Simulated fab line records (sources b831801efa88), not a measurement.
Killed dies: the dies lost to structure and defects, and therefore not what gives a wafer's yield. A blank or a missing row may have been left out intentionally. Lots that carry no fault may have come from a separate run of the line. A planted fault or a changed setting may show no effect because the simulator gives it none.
fab line records ; flow sky130 ; part 2 of 2: steps 31 to 41 of 41
record: lots: 5; wafers: 15; last_day: 50
route steps=708 shown VT_ADJUST_LVTN@117 VT_ADJUST_NCORE@119 VT_ADJUST_HVTR@131 VT_ADJUST_PCH@143 SONOS_TUNNEL@154
lots untouched by any fault: they come from a run of this same line in which no faults occurred
start_h: hours from the record's opening day to when the first of the lot's shown wafers began ; wait_h: hours elapsed since this lot's preceding step ; " identical to the entry in the row above ; L1.1+2: one row covering several wafers at once ; - no value, or no start given ; * or withheld: withheld ; < > ~ a bound
route shown NAME@n: NAME is a module with steps in the file, n the number in the route of the first one ; usual: mean and standard deviation over wafers with no fault ; same: alike in all rows ; chamber/n: place in a boat ; sites: per-site readings ; _std_site: their standard deviation ; _edge_site: inner sites' mean taken away from outer sites' mean ; radius_mm: how far each site lies from the wafer's centre ; mask NAME#n: copy n ; behind: the last tool/chamber to shape the wafer ; hold: what put the lot on hold/how long, in hours/how the hold closed ; device: the n, p or np transistor that did not switch ; end of line: tests of these same wafers at the route's end ; a step given without rows: its recipe and nothing more ; killed: the dies lost at the first sort to structure and to defects; this is not the yield of the wafer ; map: dies across one wafer; x = killed, . = not, _ = none there
set.NAME: the run value of the setting; set.NAME@STEP: its run value at that earlier step ; model.NAME: the simulator's own value behind a step, which no gauge read
lots at selected steps of the route; one table per step, one row per wafer
services: when a tool's chamber went out of use (start_h, in hours from the record's first day, below 0 if earlier), for how many hours, and the reason
== steps ==
step: SKY_VT_ADJUST_PCH_EXPOSE_04
recipe: mask_id: NWM; na: 0.6; source_shape: conventional; sigma_outer: 0.6; polarization: unpolarized; target_cd_nm: 840; dose_mj: 255
lot.wafer;tool;chamber;start_h;wait_h;mask
L074.1+4+5;iline_stepper-02;0;-;-;NWM#0
L078.2+5+6;iline_stepper-02;0;-;-;NWM#0
L081.1+4+5;iline_stepper-01;0;-;-;NWM#0
L087.1+3+6;iline_stepper-02;0;-;-;NWM#0
L095.1+4+6;iline_stepper-01;0;-;-;NWM#0
step: SKY_VT_ADJUST_PCH_PEB_05
recipe: temp_c: 115; time_s: withheld
usual: plate_temp_C: 115.00/0.14
lot.wafer;tool;chamber;start_h;wait_h;plate_temp_C
L074.1;litho_track-01;0;-;-;115.19
L074.4;litho_track-01;0;-;-;114.98
L074.5;litho_track-01;0;-;-;114.92
L078.2;litho_track-03;0;-;-;115.08
L078.5;litho_track-03;0;-;-;115.13
L078.6;litho_track-03;0;-;-;114.93
L081.1;litho_track-03;0;-;-;115.13
L081.4;litho_track-03;0;-;-;114.94
L081.5;litho_track-03;0;-;-;115.08
L087.1;litho_track-03;0;-;-;114.98
L087.3;litho_track-03;0;-;-;114.96
L087.6;litho_track-03;0;-;-;115.08
L095.1;litho_track-01;0;-;-;114.96
L095.4;litho_track-01;0;-;-;114.85
L095.6;litho_track-01;0;-;-;115.13
step: SKY_VT_ADJUST_PCH_DEVELOP_06
recipe: wall_angle_deg: 90; developer: TMAH; develop_time_s: 60; dev_temp_c: 23
lot.wafer;tool;chamber;start_h;wait_h
L074.1+4+5;litho_track-01;0;-;-
L078.2+5+6;litho_track-03;0;-;-
L081.1+4+5;litho_track-03;0;-;-
L087.1+3+6;litho_track-03;0;-;-
L095.1+4+6;litho_track-01;0;-;-
step: SKY_VT_ADJUST_PCH_OVL_MEAS_07
usual: VT_ADJUST_PCH_OVL: -1.5/1.4
lot.wafer;tool;chamber;start_h;wait_h;VT_ADJUST_PCH_OVL[nm]
L074.1;overlay-02;-;232.22;-;-0.8
L074.4;overlay-02;-;232.22;-;0.7
L074.5;overlay-02;-;232.22;-;-0.6
L078.2;overlay-02;-;260.48;-;-0.2
L078.5;overlay-02;-;260.48;-;-1.0
L078.6;overlay-02;-;260.48;-;-0.7
L081.1;overlay-02;-;277.72;-;-1.9
L081.4;overlay-02;-;277.72;-;-1.7
L081.5;overlay-02;-;277.72;-;-1.2
L087.1;overlay-01;-;326.97;-;-3.7
L087.3;overlay-01;-;326.97;-;-3.4
L087.6;overlay-01;-;326.97;-;-3.1
L095.1;overlay-02;-;386.72;-;-0.9
L095.4;overlay-02;-;386.72;-;-0.5
L095.6;overlay-02;-;386.72;-;-0.7
step: SKY_VT_ADJUST_PCH_IMPLANT_08
recipe: species: B; energy_kev: 10; dose_cm2: 5e+11; tilt_deg: withheld
usual: beam_on_s: 9.99/0.19
lot.wafer;tool;chamber;start_h;wait_h;beam_on_s
L074.1;implanter-02;0;232.26;0.0;9.79
L074.4;implanter-02;0;232.26;0.0;10.51
L074.5;implanter-02;0;232.26;0.0;10.12
L078.2;implanter-01;0;260.53;0.0;10.29
L078.5;implanter-01;0;260.53;0.0;9.95
L078.6;implanter-01;0;260.53;0.0;10.11
L081.1;implanter-01;0;277.76;0.0;10.17
L081.4;implanter-01;0;277.76;0.0;10.17
L081.5;implanter-01;0;277.76;0.0;9.89
L087.1;implanter-02;0;327.01;0.0;9.85
L087.3;implanter-02;0;327.01;0.0;9.90
L087.6;implanter-02;0;327.01;0.0;9.80
L095.1;implanter-02;0;386.76;0.0;10.01
L095.4;implanter-02;0;386.76;0.0;10.09
L095.6;implanter-02;0;386.76;0.0;10.13
step: SKY_VT_ADJUST_PCH_STRIP_09
recipe: chemistry: O2/N2; power_w: 1400; pressure_mtorr: 1500; platen_temp_c: withheld; o2_flow_sccm: 3000; n2_flow_sccm: 300; overash_fraction: 0.5
usual: drypump_motor_current_A: 5.3/0.39; oes_product_au: 0.723/0.0045; strip_time_to_endpoint_s: 36.93/0.09
lot.wafer;tool;chamber;start_h;wait_h;drypump_motor_current_A;oes_product_au;rf_hours_counter_h;strip_time_to_endpoint_s
L074.1;plasma_asher-01;0;232.41;0.1;4.8;0.725;58;36.92
L074.4;plasma_asher-01;1;232.41;0.1;5.5;0.730;-;36.88
L074.5;plasma_asher-01;0;232.41;0.1;4.8;0.724;-;36.92
L078.2;plasma_asher-01;1;260.66;0.1;5.4;0.731;61;36.87
L078.5;plasma_asher-01;0;260.66;0.1;4.8;0.719;-;36.98
L078.6;plasma_asher-01;1;260.66;0.1;5.3;0.732;-;36.99
L081.1;plasma_asher-03;0;277.91;0.1;6.0;0.723;60;36.78
L081.4;plasma_asher-03;0;277.91;0.1;6.0;0.726;-;36.93
L081.5;plasma_asher-03;0;277.91;0.1;6.0;0.719;-;36.87
L087.1;plasma_asher-03;0;327.16;0.1;6.0;0.714;65;36.89
L087.3;plasma_asher-03;1;327.16;0.1;5.9;0.724;-;36.94
L087.6;plasma_asher-03;1;327.16;0.1;5.9;0.721;-;36.94
L095.1;plasma_asher-01;0;386.91;0.1;4.8;0.717;75;36.81
L095.4;plasma_asher-01;0;386.91;0.1;4.8;0.724;-;36.85
L095.6;plasma_asher-01;0;386.91;0.1;4.8;0.724;-;37.05
step: SKY_VT_ADJUST_PCH_TW_MEAS_10
usual: VT_ADJUST_PCH_TW: 141.6/1.6
lot.wafer;tool;chamber;start_h;wait_h;VT_ADJUST_PCH_TW
L074.1;film_metro-03;-;232.51;0.1;140.4
L074.4;film_metro-03;-;232.51;0.1;139.3
L074.5;film_metro-03;-;232.51;0.1;140.0
L078.2;film_metro-03;-;260.77;0.1;139.8
L078.5;film_metro-03;-;260.77;0.1;140.1
L078.6;film_metro-03;-;260.77;0.1;139.3
L081.1;film_metro-01;-;278.01;0.1;140.1
L081.4;film_metro-01;-;278.01;0.1;140.2
L081.5;film_metro-01;-;278.01;0.1;141.6
L087.1;film_metro-02;-;327.26;0.1;142.9
L087.3;film_metro-02;-;327.26;0.1;143.1
L087.6;film_metro-02;-;327.26;0.1;142.6
L095.1;film_metro-03;-;387.01;0.1;141.5
L095.4;film_metro-03;-;387.01;0.1;140.8
L095.6;film_metro-03;-;387.01;0.1;140.7
step: SKY_SONOS_TUNNEL_DEHYDRATE_00
recipe: temp_c: 200; time_s: 60
usual: plate_temp_C: 199.99/0.16
lot.wafer;tool;chamber;start_h;wait_h;plate_temp_C
L074.1;litho_track-04;0;244.10;11.6;200.18
L074.4;litho_track-04;0;244.10;11.6;200.20
L074.5;litho_track-04;0;244.10;11.6;200.01
L078.2;litho_track-01;0;272.34;11.6;200.03
L078.5;litho_track-01;0;272.34;11.6;200.09
L078.6;litho_track-01;0;272.34;11.6;200.06
L081.1;litho_track-04;0;289.60;11.6;199.90
L081.4;litho_track-04;0;289.60;11.6;199.99
L081.5;litho_track-04;0;289.60;11.6;199.85
L087.1;litho_track-01;0;340.17;12.9;200.18
L087.3;litho_track-01;0;340.17;12.9;200.20
L087.6;litho_track-01;0;340.17;12.9;200.04
L095.1;litho_track-04;0;400.65;13.6;200.07
L095.4;litho_track-04;0;400.65;13.6;199.89
L095.6;litho_track-04;0;400.65;13.6;199.68
step: SKY_SONOS_TUNNEL_HMDS_01
recipe: prime_time_s: 60; prime_temp_c: 120
lot.wafer;tool;chamber;start_h;wait_h
L074.1+4+5;litho_track-04;0;244.25;0.1
L078.2+5+6;litho_track-01;0;272.49;0.1
L081.1+4+5;litho_track-04;0;289.75;0.1
L087.1+3+6;litho_track-01;0;340.32;0.1
L095.1+4+6;litho_track-04;0;400.80;0.1
step: SKY_SONOS_TUNNEL_COAT_02
recipe: resist: NOVOLAK; spin_rpm: 3000; resist_thk_nm: 1140
lot.wafer;tool;chamber;start_h;wait_h
L074.1+4+5;litho_track-04;0;244.40;0.1
L078.2+5+6;litho_track-01;0;272.64;0.1
L081.1+4+5;litho_track-04;0;289.90;0.1
L087.1+3+6;litho_track-01;0;340.47;0.1
L095.1+4+6;litho_track-04;0;400.95;0.1
step: SKY_SONOS_TUNNEL_SOFTBAKE_03
recipe: temp_c: 90; time_s: 60; resist: NOVOLAK
usual: plate_temp_C: 89.98/0.12
lot.wafer;tool;chamber;start_h;wait_h;plate_temp_C
L074.1;litho_track-04;0;244.55;0.1;89.90
L074.4;litho_track-04;0;244.55;0.1;89.90
L074.5;litho_track-04;0;244.55;0.1;89.85
L078.2;litho_track-01;0;272.79;0.1;90.28
L078.5;litho_track-01;0;272.79;0.1;89.99
L078.6;litho_track-01;0;272.79;0.1;90.14
L081.1;litho_track-04;0;290.05;0.1;90.18
L081.4;litho_track-04;0;290.05;0.1;90.02
L081.5;litho_track-04;0;290.05;0.1;90.00
L087.1;litho_track-01;0;340.62;0.1;90.03
L087.3;litho_track-01;0;340.62;0.1;89.98
L087.6;litho_track-01;0;340.62;0.1;89.92
L095.1;litho_track-04;0;401.10;0.1;90.07
L095.4;litho_track-04;0;401.10;0.1;89.79
L095.6;litho_track-04;0;401.10;0.1;89.98
== services ==
tool;chamber;start_h;hours;kind
iline_stepper-02;-;156.68;1.7;pm
implanter-04;-;191.82;0.7;repair
plasma_asher-04;-;224.37;14.6;pm
implanter-01;-;242.13;4.1;pm
iline_stepper-01;-;262.14;2.1;pm
iline_stepper-01;-;264.23;-;consumable_replace:lamp
iline_stepper-01;-;266.43;4.4;repair
implanter-03;-;286.13;3.3;repair
iline_stepper-01;-;308.24;1.7;pm
iline_stepper-01;-;322.85;2.2;repair
plasma_asher-02;-;324.62;2.8;pm
plasma_asher-03;-;335.55;28.1;pm
plasma_asher-04;-;337.75;3.0;repair
implanter-04;-;343.89;13.6;pm
implanter-02;-;345.69;4.1;pm
iline_stepper-02;-;372.45;14.2;repair
implanter-01;-;376.27;5.6;repair
implanter-02;-;379.86;1.0;repair
iline_stepper-02;-;386.63;1.7;pm
implanter-01;-;393.18;1.8;repair
